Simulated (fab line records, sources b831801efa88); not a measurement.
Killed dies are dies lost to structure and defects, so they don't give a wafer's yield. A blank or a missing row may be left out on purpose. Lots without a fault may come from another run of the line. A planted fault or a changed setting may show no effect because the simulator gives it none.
Which tool did it? | flow sfq_line | 14 lots, 42 wafers sampled, at 3 steps of a route of 325

WHAT THE GAUGES READ, wafer by wafer
SFQ_M7_OVL_MEAS_945. Usual: M7_OVL 1 nm, standard deviation 5.3.
lot  | measured     | on         | M7_OVL (nm) | flag
L387 | day 67 10:28 | overlay-02 | 4 6 1       |
L388 | day 67 11:40 | overlay-02 | 1 -1 -4     |
L389 | day 67 12:53 | overlay-02 | 2 7 8       |
L391 | day 67 15:16 | overlay-02 | -2 -6 -3    |
L393 | day 67 18:28 | overlay-01 | -14 -8 -7   |
L394 | day 70 06:54 | overlay-02 | 5 3 2       |
L395 | day 70 09:13 | overlay-01 | 2 3 4       |
L396 | day 70 13:57 | overlay-01 | - - -       | OFF
L397 | day 72 04:11 | overlay-02 | - - -       | OFF
L398 | day 72 05:44 | overlay-01 | 2 6 6       |
L404 | day 75 04:30 | overlay-01 | 1 -3 1      |
L405 | day 75 21:14 | overlay-02 | -3 -9 -5    |
L407 | day 80 09:57 | overlay-01 | -1 -5 -5    |
L408 | day 80 12:21 | overlay-01 | 2 0 5       |

WHICH TOOL RAN EACH LOT (tool, then ch and the chambers of the sampled wafers, then the start)
lot  | SFQ_TRILAYER_JJ_CE_STRIP_STRIP_120 | SFQ_TRILAYER_C5_LITHO_DEVELOP_153
L387 | rie_metal-02 ch 1, day 49 23:08    | litho_track-02 ch 0, day 61 00:50
L388 | rie_metal-03 ch 0,1, day 50 00:32  | litho_track-03 ch 0, day 61 06:53
L389 | rie_metal-03 ch 0,1, day 50 06:32  | litho_track-04 ch 0, day 61 09:19
L391 | rie_metal-02 ch 0,1, day 50 14:18  | litho_track-04 ch 0, day 61 14:05
L393 | rie_metal-03 ch 1, day 51 23:54    | litho_track-03 ch 0, day 64 04:49
L394 | rie_metal-02 ch 0,1, day 54 03:30  | litho_track-02 ch 0, day 69 16:04
L395 | rie_metal-01 ch 0,1, day 54 04:40  | litho_track-04 ch 0, day 69 18:29
L396 | rie_metal-03 ch 0,1, day 54 06:06  | litho_track-03, day 69 22:08
L397 | rie_metal-01 ch 0,1, day 62 21:14  | litho_track-04, day 71 12:29
L398 | rie_metal-02 ch 0,1, day 63 06:11  | litho_track-04 ch 0, day 71 14:59
L404 | rie_metal-02 ch 1, day 64 04:55    | litho_track-04 ch 0, day 74 12:35
L405 | rie_metal-02 ch 0, day 65 04:37    | litho_track-04 ch 0, day 74 20:02
L407 | rie_metal-02 ch 0,1, day 65 21:47  | litho_track-02 ch 0, day 75 20:58
L408 | rie_metal-02 ch 0,1, day 66 02:48  | litho_track-02 ch 0, day 75 23:22
- SFQ_TRILAYER_JJ_CE_STRIP_STRIP_120: strips in O2.
- SFQ_TRILAYER_C5_LITHO_DEVELOP_153: time 60 s.

WHAT THE TOOLS THEMSELVES READ (means of the sampled wafers that have a number; where no wafer has one, the mark that the record gives instead)
SFQ_TRILAYER_JJ_CE_STRIP_STRIP_120. Usual: drypump_motor_current_A 5.7 A, standard deviation 0.59; oes_product_au 1.000 a.u., standard deviation 0.0094.
lot  | tool         | drypump_motor_current_A (A) | oes_product_au (a.u.) | flag
L387 | rie_metal-02 | 6.0                         | 0.993                 |
L388 | rie_metal-03 | 6.3                         | 0.999                 |
L389 | rie_metal-03 | 6.4                         | 0.999                 |
L391 | rie_metal-02 | 5.2                         | 1.007                 |
L393 | rie_metal-03 | 6.4                         | 0.990                 |
L394 | rie_metal-02 | 5.2                         | 0.993                 |
L395 | rie_metal-01 | 6.0                         | 1.014                 |
L396 | rie_metal-03 | 6.3                         | 0.999                 |
L397 | rie_metal-01 | 6.0                         | 0.999                 |
L398 | rie_metal-02 | 5.6                         | 0.999                 |
L404 | rie_metal-02 | 6.0                         | 0.986                 |
L405 | rie_metal-02 | 4.8                         | 1.003                 |
L407 | rie_metal-02 | 5.2                         | 1.009                 |
L408 | rie_metal-02 | 5.2                         | 1.013                 |

SFQ_TRILAYER_C5_LITHO_DEVELOP_153. Usual: chill_plate_temp_C 22.99 C, standard deviation 0.12; exhaust_pa 44.9 Pa, standard deviation 0.89.
lot  | tool           | chill_plate_temp_C (C) | exhaust_pa (Pa) | flag
L387 | litho_track-02 | 22.97                  | 44.5            |
L388 | litho_track-03 | 23.05                  | 44.3            |
L389 | litho_track-04 | 23.04                  | 44.9            |
L391 | litho_track-04 | 23.13                  | 45.3            |
L393 | litho_track-03 | 22.88                  | 43.8            |
L394 | litho_track-02 | 23.06                  | 46.3            |
L395 | litho_track-04 | 22.74                  | 44.1            |
L396 | litho_track-03 | -                      | -               | OFF
L397 | litho_track-04 | -                      | -               | OFF
L398 | litho_track-04 | 23.04                  | 45.2            |
L404 | litho_track-04 | 23.09                  | 45.0            |
L405 | litho_track-04 | 23.00                  | 45.1            |
L407 | litho_track-02 | 22.96                  | 44.6            |
L408 | litho_track-02 | 22.98                  | 45.4            |

THE ANSWER, worked out from the rows above alone
Rule: a lot is off if the mean of its wafers that have a number lies more than 3 standard deviations from the usual mean. A lot without any number at a reading at which 4 lots or more have one is off too. The other lots that the step has rows for count as sound. The gauges are gone through in route order, then the tools' own readings, and for those a lot's mean is taken as printed above. The first step at which some lot is off is used, and at that step the reading that is off furthest; a lot without a number counts as furthest.
Off: L396, L397, at SFQ_M7_OVL_MEAS_945 (M7_OVL). Without a number there: L396, L397.
A tool fits if, at a process step before that reading, it ran every lot that is off, and no sound lot after the first of them. The gauges at SFQ_M7_OVL_MEAS_945 aren't tried: what is off there is off at SFQ_TRILAYER_C5_LITHO_DEVELOP_153 too, on other tools, and a gauge's error can't cause that. None of those tried fits.

WHAT THE SIMULATOR HAD PUT IN
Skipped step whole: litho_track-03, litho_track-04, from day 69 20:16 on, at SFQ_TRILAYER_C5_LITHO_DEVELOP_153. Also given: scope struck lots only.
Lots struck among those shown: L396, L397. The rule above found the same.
